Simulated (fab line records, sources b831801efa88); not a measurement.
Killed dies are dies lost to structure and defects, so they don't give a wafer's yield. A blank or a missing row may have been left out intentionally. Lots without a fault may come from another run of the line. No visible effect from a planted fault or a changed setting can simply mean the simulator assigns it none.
Which tool is to blame? | flow sky130 | Sampling: 11 lots, 33 wafers, 6 of 708 route steps

## WHAT EACH GAUGE READ, for each wafer
SKY_METAL1_RS_MEAS_05: uses a four-point probe to measure. Usual: for METAL1_ALCU_RS the level is 0.1265 ohm/sq and the standard deviation is 0.00088.
lot  | measured     | on           | METAL1_ALCU_RS (ohm/sq) | flag
L705 | day 33 04:38 | filmMetro-03 | 0.1266 0.1260 0.1255    | 
L707 | day 33 18:23 | filmMetro-03 | 0.1263 0.1260 0.1257    | 
L708 | day 34 08:45 | filmMetro-03 | 0.1266 0.1257 0.1259    | 
L718 | day 37 06:31 | filmMetro-03 | 0.1270 0.1250 0.1254    | 
L719 | day 37 12:19 | filmMetro-03 | 0.1283 0.1276 0.1270    | 
L720 | day 37 23:55 | filmMetro-04 | 0.1268 0.1269 0.1266    | 
L721 | day 38 12:07 | filmMetro-01 | 0.1261 0.1275 0.1273    | 
L722 | day 38 14:55 | filmMetro-01 | 0.1282 0.1275 0.1273    | 

## TOOL THAT RAN EACH LOT (tool first, then ch and the chambers of the sampled wafers, then the start)
lot  | SKY_CONTACT_ETCH_17               | SKY_CONTACT_ETCH_18                          | SKY_CONTACT_STRIP_19                | SKY_CONTACT_CMP_27            | SKY_METAL1_SPUTTER_02
L705 | rieDiel-02 ch 0,2, day 33 03:10   | rieDiel-02 ch 0,2, day 33 03:15 or earlier   | plasmaAsher-03 ch 0, day 33 03:15   | cmp-01 ch 0,1,2, day 33 04:18 | pvdSputter-02, day 33 04:33
L707 | rieDiel-03 ch 1,2,3, day 33 16:51 | rieDiel-03 ch 1,2,3, day 33 16:56 or earlier | plasmaAsher-02 ch 0,1, day 33 16:56 | cmp-02 ch 0,3, day 33 17:53   | pvdSputter-01, day 33 18:14
L708 | rieDiel-01 ch 0,2,3, day 34 07:11 | rieDiel-01 ch 0,2,3, day 34 07:16 or earlier | plasmaAsher-03 ch 0,1, day 34 07:16 | cmp-01 ch 0,1,2, day 34 08:19 | pvdSputter-02, day 34 08:40
L710 | rieDiel-03 ch 2,3, day 35 03:10   | rieDiel-03 ch 2,3, day 35 03:15 or earlier   | plasmaAsher-03 ch 0,1, day 35 03:15 | cmp-02 ch 0,3, day 35 04:17   | -
L712 | rieDiel-02 ch 1,3, day 35 07:06   | rieDiel-02 ch 1,3, day 35 07:14 or earlier   | plasmaAsher-03 ch 0,1, day 35 07:14 | cmp-02 ch 1,2,3, day 35 08:17 | -
L711 | rieDiel-01 ch 0,1,3, day 35 07:19 | rieDiel-01 ch 0,1,3, day 35 07:24 or earlier | plasmaAsher-04 ch 0, day 35 07:24   | cmp-01 ch 1,3, day 35 08:23   | -
L718 | rieDiel-03 ch 2,3, day 37 05:02   | rieDiel-03 ch 2,3, day 37 05:07 or earlier   | plasmaAsher-02 ch 0,1, day 37 05:07 | cmp-01 ch 1,2, day 37 06:04   | pvdSputter-01, day 37 06:25
L719 | rieDiel-01 ch 0,1, day 37 10:47   | rieDiel-01 ch 0,1, day 37 10:55 or earlier   | plasmaAsher-04 ch 0,1, day 37 10:55 | cmp-02 ch 2,3, day 37 11:52   | pvdSputter-02, day 37 12:10
L720 | rieDiel-02 ch 0,1, day 37 22:21   | rieDiel-02 ch 0,1, day 37 22:29 or earlier   | plasmaAsher-03 ch 0,1, day 37 22:29 | cmp-01 ch 0,2,3, day 37 23:29 | pvdSputter-04, day 37 23:46
L721 | rieDiel-01 ch 0,2,3, day 38 10:36 | rieDiel-01 ch 0,2,3, day 38 10:44 or earlier | plasmaAsher-02 ch 0,1, day 38 10:44 | cmp-02 ch 1,3, day 38 11:38   | pvdSputter-04, day 38 11:59
L722 | rieDiel-02 ch 1,3, day 38 13:25   | rieDiel-02 ch 1,3, day 38 13:32 or earlier   | plasmaAsher-02 ch 0,1, day 38 13:32 | cmp-01 ch 0,1, day 38 14:29   | pvdSputter-01, day 38 14:47
- SKY_CONTACT_ETCH_17: etches SiO2 in C4F8/O2/Ar, stops on Si3N4, target depth 340 nm.
- SKY_CONTACT_ETCH_18: etches Si3N4 in CHF3/O2, stops on TiN, time 39 s, target depth 75 nm.
- SKY_CONTACT_STRIP_19: strips in O2/N2.
- SKY_CONTACT_CMP_27: polishes, stops on SiO2, t overpolish 15 s, target thk 0 nm.
- SKY_METAL1_SPUTTER_02: material AlCu, target thk 250 nm, time 13.3 s.

## WHAT THE TOOLS THEMSELVES READ (means of the sampled wafers that have a number; where no wafer has one, the mark that the record gives instead)
SKY_CONTACT_ETCH_17. Usual: biasW 1199 W, standard deviation 3.1; chamberPressureMTorr 40.00 mTorr, standard deviation 0.034; oesProductAu 0.891 a.u., standard deviation 0.0051.
lot  | tool       | biasW (W) | chamberPressureMTorr (mTorr) | oesProductAu (a.u.) | flag
L705 | rieDiel-02 | 1196      | 40.01                        | 0.891               | 
L707 | rieDiel-03 | 1201      | 40.02                        | 0.894               | 
L708 | rieDiel-01 | 1200      | 39.99                        | 0.894               | 
L710 | rieDiel-03 | -         | -                            | -                   | OFF
L712 | rieDiel-02 | -         | -                            | -                   | OFF
L711 | rieDiel-01 | -         | -                            | -                   | OFF
L718 | rieDiel-03 | 1198      | 40.02                        | 0.889               | 
L719 | rieDiel-01 | 1199      | 40.00                        | 0.886               | 
L720 | rieDiel-02 | 1203      | 40.03                        | 0.894               | 
L721 | rieDiel-01 | 1200      | 39.97                        | 0.894               | 
L722 | rieDiel-02 | 1199      | 40.05                        | 0.891               | 

SKY_CONTACT_ETCH_18. Usual: O2_flow_sccm 4.999 sccm, standard deviation 0.015; biasW 200.1 W, standard deviation 0.58; chamberPressureMTorr 40.00 mTorr, standard deviation 0.039; drypumpMotorCurrentA 5.6 A, standard deviation 0.36; oesProductAu 0.854 a.u., standard deviation 0.0075; throttleValvePct 8.794 %, standard deviation 0.0089.
lot  | tool       | O2_flow_sccm (sccm) | biasW (W) | chamberPressureMTorr (mTorr) | drypumpMotorCurrentA (A) | oesProductAu (a.u.) | throttleValvePct (%) | flag
L705 | rieDiel-02 | 5.004               | 199.9     | 39.96                        | 5.9                      | 0.857               | 8.795                | 
L707 | rieDiel-03 | 5.014               | 200.2     | 40.00                        | 5.8                      | 0.859               | 8.791                | 
L708 | rieDiel-01 | 4.989               | 200.3     | 40.02                        | 5.7                      | 0.845               | 8.789                | 
L710 | rieDiel-03 | 5.002               | 200.2     | 39.99                        | 6.0                      | 0.375               | 8.667                | OFF
L712 | rieDiel-02 | 4.992               | 200.4     | 40.00                        | 5.0                      | 0.379               | 8.675                | OFF
L711 | rieDiel-01 | 4.995               | 200.7     | 39.97                        | 5.8                      | 0.378               | 8.668                | OFF
L718 | rieDiel-03 | 4.989               | 200.3     | 40.00                        | 5.8                      | 0.856               | 8.794                | 
L719 | rieDiel-01 | 4.993               | 199.9     | 40.01                        | 5.9                      | 0.861               | 8.801                | 
L720 | rieDiel-02 | 4.992               | 199.9     | 39.99                        | 5.6                      | 0.855               | 8.797                | 
L721 | rieDiel-01 | 4.993               | 200.6     | 40.00                        | 5.8                      | 0.861               | 8.794                | 
L722 | rieDiel-02 | 5.009               | 200.3     | 39.99                        | 5.0                      | 0.856               | 8.801                | 

SKY_CONTACT_STRIP_19. Usual: chamberPressureMTorr 1500.0 mTorr, standard deviation 1.5; drypumpMotorCurrentA 5.5 A, standard deviation 0.31; oesProductAu 0.381 a.u., standard deviation 0.0047; stripTimeToEndpointS 3.632 s, standard deviation 0.023.
lot  | tool           | chamberPressureMTorr (mTorr) | drypumpMotorCurrentA (A) | oesProductAu (a.u.) | stripTimeToEndpointS (s) | flag
L705 | plasmaAsher-03 | 1499.1                       | 5.6                      | 0.382               | 3.644                    | 
L707 | plasmaAsher-02 | 1499.2                       | 5.2                      | 0.383               | 3.656                    | 
L708 | plasmaAsher-03 | 1500.9                       | 5.4                      | 0.380               | 3.613                    | 
L710 | plasmaAsher-03 | 1501.3                       | 5.4                      | 0.409               | 4.297                    | OFF
L712 | plasmaAsher-03 | 1501.6                       | 5.4                      | 0.407               | 4.315                    | OFF
L711 | plasmaAsher-04 | 1500.1                       | 5.7                      | 0.410               | 4.290                    | OFF
L718 | plasmaAsher-02 | 1500.6                       | 5.2                      | 0.379               | 3.639                    | 
L719 | plasmaAsher-04 | 1500.9                       | 6.0                      | 0.381               | 3.634                    | 
L720 | plasmaAsher-03 | 1499.6                       | 5.4                      | 0.380               | 3.609                    | 
L721 | plasmaAsher-02 | 1499.7                       | 5.1                      | 0.378               | 3.653                    | 
L722 | plasmaAsher-02 | 1500.1                       | 5.2                      | 0.380               | 3.623                    | 

SKY_CONTACT_CMP_27. Usual: motorCurrentA 10.5 A, standard deviation 0.95.
lot  | tool   | motorCurrentA (A) | flag
L705 | cmp-01 | 10.8              | 
L707 | cmp-02 | 10.3              | 
L708 | cmp-01 | 11.2              | 
L710 | cmp-02 | 10.3              | 
L712 | cmp-02 | 10.9              | 
L711 | cmp-01 | 9.9               | 
L718 | cmp-01 | 11.1              | 
L719 | cmp-02 | 10.5              | 
L720 | cmp-01 | 10.4              | 
L721 | cmp-02 | 11.4              | 
L722 | cmp-01 | 11.5              | 

SKY_METAL1_SPUTTER_02. Usual: chamberPressurePa 0.4000 Pa, standard deviation 0.00079; throttleValvePct 30.0 %, standard deviation 1.1.
lot  | tool          | chamberPressurePa (Pa) | throttleValvePct (%) | flag
L705 | pvdSputter-02 | 0.3998                 | 30.0                 | 
L707 | pvdSputter-01 | 0.3997                 | 29.9                 | 
L708 | pvdSputter-02 | 0.4006                 | 30.1                 | 
L718 | pvdSputter-01 | 0.4000                 | 29.5                 | 
L719 | pvdSputter-02 | 0.3996                 | 29.8                 | 
L720 | pvdSputter-04 | 0.4006                 | 30.4                 | 
L721 | pvdSputter-04 | 0.3991                 | 30.2                 | 
L722 | pvdSputter-01 | 0.3993                 | 29.2                 | 

## THE ANSWER, worked out from the rows above alone
Rule: lot off if the mean of its wafers having a number is beyond 3 standard deviations from the usual mean. A lot without any number at a reading at which 4 lots or more have one is off too. Any other lot the step has rows for is counted as sound. First the gauges in route order, then the tools' own readings, where a lot's mean is used as printed above. The first step at which some lot is off is used, and at that step the reading that is off furthest; a lot without a number counts as furthest.
Off, at SKY_CONTACT_ETCH_17 on biasW: L710, L712, L711. Without a number there: L710, L712, L711.
If a tool, at that step or one of the process steps before it, ran each lot that is off and ran no sound lot following the first of them, it fits. None of those tried fits.

## WHAT THE SIMULATOR HAD PUT IN
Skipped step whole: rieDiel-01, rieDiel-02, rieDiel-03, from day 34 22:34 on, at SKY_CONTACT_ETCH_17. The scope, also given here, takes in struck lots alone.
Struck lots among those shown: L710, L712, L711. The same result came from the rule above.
